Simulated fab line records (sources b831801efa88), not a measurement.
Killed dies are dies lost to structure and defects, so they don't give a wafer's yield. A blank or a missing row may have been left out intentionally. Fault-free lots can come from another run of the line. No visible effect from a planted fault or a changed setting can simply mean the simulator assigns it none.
Chamber matching    flow sky130    4 sister chambers for SKY_POLY_GATE_ETCH_16 on rie-diel-01
The step etches Si3N4 in CH3F/O2, stops on poly-Si, time 147.5 s, target depth 75 nm. 4 wafers are shown with their chamber, then 12 later ones without.

== EACH WAFER AND ITS CHAMBER ==
wafer   chamber  drypump-motor-current-A (A)
L085.4  2        6.2
L087.1  1        5.5
L087.2  0        5.8
L087.5  3        5.4

== WAFERS WITHOUT THEIR CHAMBER ==
wafer   drypump-motor-current-A (A)
L088.1  6.1
L088.3  5.5
L088.6  5.4
L092.1  5.5
L092.5  5.7
L092.6  5.5
L094.1  5.5
L094.2  5.7
L094.6  6.1
L096.1  5.5
L096.2  6.2
L096.5  6.2

== CHAMBER TAKEN BY EACH ==
wafer   from the rows above      in truth
L088.1  2                        2
L088.3  can't be placed: 1 or 3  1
L088.6  can't be placed: 3 or 1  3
L092.1  can't be placed: 1 or 3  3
L092.5  can't be placed: 0 or 1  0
L092.6  can't be placed: 1 or 3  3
L094.1  can't be placed: 1 or 3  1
L094.2  can't be placed: 0 or 1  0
L094.6  2                        2
L096.1  can't be placed: 1 or 3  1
L096.2  2                        2
L096.5  2                        2
Placed correctly: 4 of 12. Not placeable from these rows: 8 (in 8, the candidates include the true chamber). 0 placed wrongly.
How it was worked out, from the rows above alone: a wafer's distance from a chamber is the root of the sum, over the readings, of the square of ((its reading less the chamber's mean) divided by the reading's scatter). The wafer belongs to the nearest chamber; if the next one is less than 2 further off, it can't be placed. The mean given for a chamber averages the wafers shown for that chamber. The scatter: with one shown wafer a chamber, the root of the mean of the squares of how far each hidden wafer lies from its nearest shown one.
